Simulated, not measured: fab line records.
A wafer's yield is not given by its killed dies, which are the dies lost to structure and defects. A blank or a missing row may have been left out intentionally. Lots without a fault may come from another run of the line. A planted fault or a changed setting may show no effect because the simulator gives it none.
fab line records	flow sky130
record lots=10	wafers=29	lastDay=50
route steps=708 shown METAL4@598 CAP2M@603 METAL5@663 PASSIVATION@682
lots untouched by any fault: they come from a run of this same line in which no faults occurred
startH: hours from the record's first day to the start of the lot's first wafer shown	waitH: time in hours since the lot's previous step	" as in the row above	L1.1+2: a row that stands for several wafers	- value missing, or start not given	* or withheld: withheld	< > ~ a bound
route shown NAME@n: a module of which the file shows steps, and the number in the route of the first	usual: average and standard deviation across the fault-free wafers	same: alike in all rows	chamber/n: place in a boat	sites: per-site readings	_std_site: standard deviation across them	_edge_site: mean of outer sites minus mean of inner sites	radiusMm: how far each site lies from the wafer's centre	mask NAME#n: copy n	behind: the most recent tool/chamber to have shaped the wafer	hold: cause of the lot's hold/its duration in hours/its outcome	device: transistor that didn't switch, given as n, p or np	end of line: the same wafers' tests at the end of the route	a step with no rows: only its recipe	killed: not the wafer's yield, but the dies lost to structure and defects at the first sort	map: shows each die of a wafer: x if killed, . if not, _ if none is there
set.NAME: the run value of the setting; set.NAME@STEP: its run value at that earlier step	model.NAME: the simulator's own value behind a step, which no gauge read
route steps across a sampled set of lots; one table per step, one row per wafer
services: a tool's chamber out of use, with start hour (startH, from the record's first day; less than 0 if before it), hours out, and reason
## steps
# step SKY_METAL4_SPUTTER_00
# recipe material=Ti	targetThkNm=15	powerW=3000	timeS=10	chamberPressurePa=0.4
# usual chamberPressurePa=0.4000/0.00081	throttleValvePct=30.1/0.8
lot.wafer	tool	chamber	startH	waitH	chamberPressurePa	throttleValvePct
L631.1	pvdSputter-01	-	940.68	0.1	0.3989	30.8
L631.3	"	-	"	"	0.4007	30.1
L631.5	"	-	"	"	0.4005	30.0
L632.3	pvdSputter-02	-	962.69	0.1	0.4002	30.7
L632.4	"	-	"	"	0.4005	28.7
L632.6	"	-	"	"	0.3999	30.6
L637.1	pvdSputter-01	-	983.18	0.1	0.3994	29.9
L637.3	"	-	"	"	0.3998	30.0
L637.6	"	-	"	"	0.4010	30.5
L638.2	pvdSputter-01	-	995.42	0.2	0.4002	31.3
L638.5	"	-	"	"	0.3982	30.3
L638.6	"	-	"	"	0.4004	30.0
L644.1	pvdSputter-01	-	1036.02	0.2	0.3990	30.5
L644.4	"	-	"	"	0.3999	30.0
L647.2	pvdSputter-02	-	1061.02	0.2	0.3999	30.5
L647.3	"	-	"	"	0.4000	28.3
L647.4	"	-	"	"	0.3988	30.7
L649.1	pvdSputter-01	-	1069.24	0.2	0.4012	29.9
L649.3	"	-	"	"	0.3996	30.3
L649.5	"	-	"	"	0.4005	29.6
L650.3	pvdSputter-03	-	1073.02	0.1	0.3996	29.0
L650.4	"	-	"	"	0.4002	29.4
L650.6	"	-	"	"	0.3997	29.2
L651.2	pvdSputter-01	-	1081.03	0.2	0.4005	30.8
L651.3	"	-	"	"	0.4006	31.6
L651.5	"	-	"	"	0.3995	31.5
L652.4	pvdSputter-02	-	1083.50	0.1	0.4005	30.7
L652.5	"	-	"	"	0.3999	30.7
L652.6	"	-	"	"	0.3981	28.5
# step SKY_CAP2M_CVD_00
# recipe material=SiO2	targetThkNm=15.5	tempC=400	timeS=withheld	rfW=450
# usual heaterPowerW=705/81
lot.wafer	tool	chamber	startH	waitH	heaterPowerW
L631.1	pecvd-03	2	940.83	0.0	900
L631.3	"	0	"	"	678
L631.5	"	0	"	"	675
L632.3	pecvd-03	1	962.84	0.0	601
L632.4	"	0	"	"	639
L632.6	"	2	"	"	924
L637.1	pecvd-01	0	983.33	0.0	576
L637.3	"	1	"	"	709
L637.6	"	1	"	"	753
L638.2	pecvd-03	0	995.58	0.0	685
L638.5	"	0	"	"	671
L638.6	"	2	"	"	792
L644.1	pecvd-02	2	1036.18	0.0	738
L644.4	"	0	"	"	708
L647.2	pecvd-03	1	1061.17	0.0	609
L647.3	"	2	"	"	874
L647.4	"	0	"	"	690
L649.1	pecvd-02	0	1069.40	0.0	675
L649.3	"	2	"	"	729
L649.5	"	0	"	"	701
L650.3	pecvd-02	1	1073.18	0.0	734
L650.4	"	1	"	"	763
L650.6	"	0	"	"	710
L651.2	pecvd-02	1	1081.18	0.0	754
L651.3	"	0	"	"	735
L651.5	"	2	"	"	624
L652.4	pecvd-01	2	1083.66	0.0	673
L652.5	"	1	"	"	683
L652.6	"	2	"	"	672
# step SKY_METAL5_SPUTTER_02
# recipe material=AlCu	targetThkNm=1150	powerW=10600	timeS=61.2	chamberPressurePa=0.4
# usual chamberPressurePa=0.4000/0.0008	throttleValvePct=29.9/1.1
lot.wafer	tool	chamber	startH	waitH	chamberPressurePa	throttleValvePct
L631.1	pvdSputter-04	-	1016.94	0.0	0.4009	30.4
L631.3	"	-	"	"	0.3993	29.2
L631.5	"	-	"	"	0.4011	32.3
L632.3	pvdSputter-02	-	1036.77	0.0	0.3997	28.3
L632.4	"	-	"	"	0.4001	30.7
L632.6	"	-	"	"	0.3996	30.5
L637.1	pvdSputter-03	-	1055.10	0.0	0.4012	30.0
L637.3	"	-	"	"	0.3998	30.7
L637.6	"	-	"	"	0.3996	30.2
L638.2	pvdSputter-04	-	1066.70	0.0	0.4006	32.3
L638.5	"	-	"	"	0.4012	29.3
L638.6	"	-	"	"	0.4011	32.2
L644.1	pvdSputter-02	-	1105.32	0.0	0.3998	30.6
L644.4	"	-	"	"	0.3999	28.3
L647.2	pvdSputter-04	-	1124.87	0.0	0.4008	28.7
L647.3	"	-	"	"	0.3993	32.3
L647.4	"	-	"	"	0.3993	29.6
L649.1	pvdSputter-03	-	1133.52	0.0	0.4007	29.0
L649.3	"	-	"	"	0.3997	29.2
L649.5	"	-	"	"	0.4000	29.1
L650.3	pvdSputter-03	-	1136.01	0.0	0.4007	29.1
L650.4	"	-	"	"	0.3999	30.1
L650.6	"	-	"	"	0.4002	28.9
L651.2	pvdSputter-04	-	1146.74	0.0	0.3987	28.4
L651.3	"	-	"	"	0.3994	30.5
L651.5	"	-	"	"	0.4004	30.9
L652.4	pvdSputter-04	-	1147.36	0.0	0.4002	30.5
L652.5	"	-	"	"	0.3994	29.5
L652.6	"	-	"	"	0.4010	32.2
# step SKY_METAL5_RS_MEAS_05
# recipe thkMeasGauge=four-point-probe	reads=TiN_of_METAL5_SPUTTER_04+Ti_of_METAL5_SPUTTER_03+AlCu_of_METAL5_SPUTTER_02+TiN_of_METAL5_SPUTTER_01+Ti_of_METAL5_SPUTTER_00
# usual METAL5_ALCU_RS=0.0270/0.00031
lot.wafer	tool	chamber	startH	waitH	METAL5_ALCU_RS[ohm/sq]
L631.1	filmMetro-02	-	1017.06	0.0	0.0273
L631.3	"	-	"	"	0.0271
L631.5	"	-	"	"	0.0268
L632.3	filmMetro-02	-	1036.93	0.1	0.0269
L632.4	"	-	"	"	0.0269
L632.6	"	-	"	"	0.0270
L637.1	filmMetro-02	-	1055.22	0.0	0.0271
L637.3	"	-	"	"	0.0273
L637.6	"	-	"	"	0.0273
L638.2	filmMetro-01	-	1066.84	0.0	0.0263
L638.5	"	-	"	"	0.0266
L638.6	"	-	"	"	0.0262
L644.1	filmMetro-01	-	1105.44	0.0	0.0353
L644.4	"	-	"	"	0.0270
L647.2	filmMetro-01	-	1125.01	0.0	0.0265
L647.3	"	-	"	"	0.0268
L647.4	"	-	"	"	0.0272
L649.1	filmMetro-02	-	1133.64	0.0	0.0273
L649.3	"	-	"	"	0.0271
L649.5	"	-	"	"	0.0270
L650.3	filmMetro-01	-	1136.17	0.1	0.0270
L650.4	"	-	"	"	0.0269
L650.6	"	-	"	"	0.0271
L651.2	filmMetro-02	-	1146.88	0.0	0.0266
L651.3	"	-	"	"	0.0274
L651.5	"	-	"	"	0.0275
L652.4	filmMetro-02	-	1147.53	0.1	0.0279
L652.5	"	-	"	"	0.0275
L652.6	"	-	"	"	0.0274
# step SKY_METAL5_THK_MEAS_06
# recipe thkMeasGauge=xrf	reads=AlCu_of_METAL5_SPUTTER_02
# usual METAL5_ALCU_THK=1145/14
lot.wafer	tool	chamber	startH	waitH	METAL5_ALCU_THK[nm]
L631.1	filmMetro-02	-	1017.18	0.1	1125
L631.3	"	-	"	"	1129
L631.5	"	-	"	"	1141
L632.3	filmMetro-02	-	1037.03	0.1	1140
L632.4	"	-	"	"	1141
L632.6	"	-	"	"	1133
L637.1	filmMetro-02	-	1055.34	0.1	1131
L637.3	"	-	"	"	1131
L637.6	"	-	"	"	1129
L638.2	filmMetro-01	-	1066.95	0.1	1183
L638.5	"	-	"	"	1176
L638.6	"	-	"	"	1185
L644.1	filmMetro-01	-	1105.56	0.1	886
L644.4	"	-	"	"	1156
L647.2	filmMetro-01	-	1125.12	0.1	1175
L647.3	"	-	"	"	1159
L647.4	"	-	"	"	1141
L649.1	filmMetro-02	-	1133.76	0.1	1130
L649.3	"	-	"	"	1136
L649.5	"	-	"	"	1145
L650.3	filmMetro-01	-	1136.27	0.1	1150
L650.4	"	-	"	"	1149
L650.6	"	-	"	"	1140
L651.2	filmMetro-02	-	1146.99	0.1	1160
L651.3	"	-	"	"	1135
L651.5	"	-	"	"	1121
L652.4	filmMetro-02	-	1147.62	0.1	1101
L652.5	"	-	"	"	1126
L652.6	"	-	"	"	1121
# step SKY_METAL5_METAL_ETCH_15
# recipe targetDepthA=12600	stopOn=SiO2	overEtchFrac=0.2	timeS=252	chemistry=Cl2/BCl3	resistSidewallDeg=86	pressureMtorr=10	icpW=900	biasW=48.5	Cl2_flow_sccm=60	bcl3FlowSccm=30
# usual drypumpMotorCurrentA=5.8/0.38	oesProductAu=0.894/0.0047	throttleValvePct=22.266/0.0087
lot.wafer	tool	chamber	startH	waitH	drypumpMotorCurrentA	oesProductAu	rfHoursCounterH	throttleValvePct
L631.1	rieMetal-03	0	1039.55	0.0	5.4	0.896	7	22.272
L631.3	"	0	"	"	5.4	0.889	-	22.282
L631.5	"	0	"	"	5.5	0.893	-	22.258
L632.3	rieMetal-01	0	1059.04	0.1	5.5	0.892	-	22.259
L632.4	"	1	"	"	5.3	0.902	-	22.274
L632.6	"	0	"	"	5.5	0.894	-	22.264
L637.1	rieMetal-03	1	1076.97	0.0	6.1	0.894	20	22.263
L637.3	"	0	"	"	5.4	0.896	-	22.261
L637.6	"	0	"	"	5.4	0.895	-	22.268
L638.2	rieMetal-03	1	1087.80	0.0	6.1	0.895	21	22.258
L638.5	"	0	"	"	5.4	0.894	-	22.272
L638.6	"	1	"	"	6.1	0.889	-	22.266
L644.1	rieMetal-03	1	1124.50	0.0	6.1	0.792	23	22.259
L644.4	"	1	"	"	6.1	0.890	-	22.283
L647.2	rieMetal-01	1	1143.25	0.0	5.3	0.901	33	22.258
L647.3	"	1	"	"	5.4	0.897	-	22.267
L647.4	"	0	"	"	5.5	0.898	-	22.269
L649.1	rieMetal-01	0	1152.12	0.0	5.5	0.888	2	22.262
L649.3	"	0	"	"	5.5	0.889	-	22.260
L649.5	"	0	"	"	5.5	0.899	-	22.252
L650.3	rieMetal-02	0	1154.60	0.2	6.0	0.899	-	22.264
L650.4	"	0	"	"	6.0	0.895	-	22.251
L650.6	"	0	"	"	6.0	0.900	-	22.265
L651.2	rieMetal-01	0	1164.77	0.1	5.5	0.897	-	22.246
L651.3	"	0	"	"	5.5	0.897	-	22.270
L651.5	"	0	"	"	5.5	0.899	-	22.265
L652.4	rieMetal-03	1	1165.03	0.1	6.1	0.883	-	22.280
L652.5	"	0	"	"	5.4	0.897	-	22.276
L652.6	"	1	"	"	6.1	0.900	-	22.258
# step SKY_PASSIVATION_THK_MEAS_01
# recipe reads=SiO2_of_PASSIVATION_CVD_00
# usual PASSIVATION_CVD_00_THK=89.8/1.2
lot.wafer	tool	chamber	startH	waitH	PASSIVATION_CVD_00_THK[nm]
L631.1	filmMetro-04	-	1040.40	-	87.3
L631.3	"	-	"	"	89.1
L631.5	"	-	"	"	89.5
L632.3	filmMetro-04	-	1059.83	-	90.0
L632.4	"	-	"	"	91.5
L632.6	"	-	"	"	91.9
L637.1	filmMetro-02	-	1077.82	-	88.9
L637.3	"	-	"	"	88.9
L637.6	"	-	"	"	90.3
L638.2	filmMetro-02	-	1088.67	-	88.4
L638.5	"	-	"	"	91.2
L638.6	"	-	"	"	88.6
L644.1	filmMetro-02	-	1125.35	-	90.1
L644.4	"	-	"	"	89.0
L647.2	filmMetro-02	-	1144.12	-	89.7
L647.3	"	-	"	"	89.1
L647.4	"	-	"	"	90.7
L649.1	filmMetro-01	-	1152.96	-	89.9
L649.3	"	-	"	"	90.5
L649.5	"	-	"	"	90.6
L650.3	filmMetro-04	-	1156.03	-	87.3
L650.4	"	-	"	"	90.0
L650.6	"	-	"	"	88.8
L652.4	filmMetro-02	-	1165.83	-	90.5
L652.5	"	-	"	"	90.5
L652.6	"	-	"	"	88.3
L651.2	filmMetro-01	-	1165.83	-	90.0
L651.3	"	-	"	"	89.2
L651.5	"	-	"	"	90.3
## services
tool	chamber	startH	hours	kind
pvdSputter-03	-	926.00	1.3	repair
rieMetal-01	0	933.20	41.5	repair
rieMetal-01	1	941.49	1.2	repair
pecvd-03	2	948.98	2.1	scheduledDown
pecvd-01	-	960.68	2.8	pm
pvdSputter-02	-	966.09	4.3	repair
pvdSputter-04	-	967.10	2.8	repair
pecvd-03	-	992.17	3.2	repair
pvdSputter-02	-	998.37	2.7	repair
pvdSputter-02	-	999.21	5.1	repair
pvdSputter-02	-	1000.78	9.7	repair
pvdSputter-01	-	1003.60	7.8	repair
pvdSputter-01	-	1009.42	1.0	repair
rieMetal-01	-	1021.74	0.5	repair
pecvd-02	1	1042.83	2.3	repair
pecvd-02	-	1048.96	0.9	repair
rieMetal-02	1	1069.52	7.4	repair
rieMetal-03	-	1069.58	1.2	repair
pecvd-03	-	1088.34	10.0	repair
rieMetal-02	-	1103.29	1.7	repair
rieMetal-03	-	1106.00	1.9	repair
pecvd-03	0	1110.82	11.4	repair
rieMetal-01	-	1139.80	1.7	repair
pvdSputter-01	-	1152.70	0.6	repair
## key
firstSign step=SKY_METAL5_RS_MEAS_05	reading=METAL5_ALCU_RS	direction=up	sigmas=27	usual=0.0270	struck=0.0353
effect step=SKY_METAL5_THK_MEAS_06	reading=METAL5_ALCU_THK	direction=down	sigmas=18	usual=1145	struck=886
effect step=SKY_METAL5_METAL_ETCH_15	reading=oesProductAu	direction=down	sigmas=22	usual=0.894	struck=0.792
metAt SKY_METAL5_SPUTTER_02
struckLots L644
struckWafers L644.1
notActingAt SKY_METAL4_SPUTTER_00,SKY_CAP2M_CVD_00,SKY_PASSIVATION_THK_MEAS_01
onsetBetween 1036.77 1105.32
fault kind=processParameterDrift	tool=pvdSputter-02	chamber=-	onsetH=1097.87	steps=SKY_METAL5_SPUTTER_02	channel=timeS	offset=*	shape=step	endH=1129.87	scope=struckWafersOnly	actsIn=*	stated=*
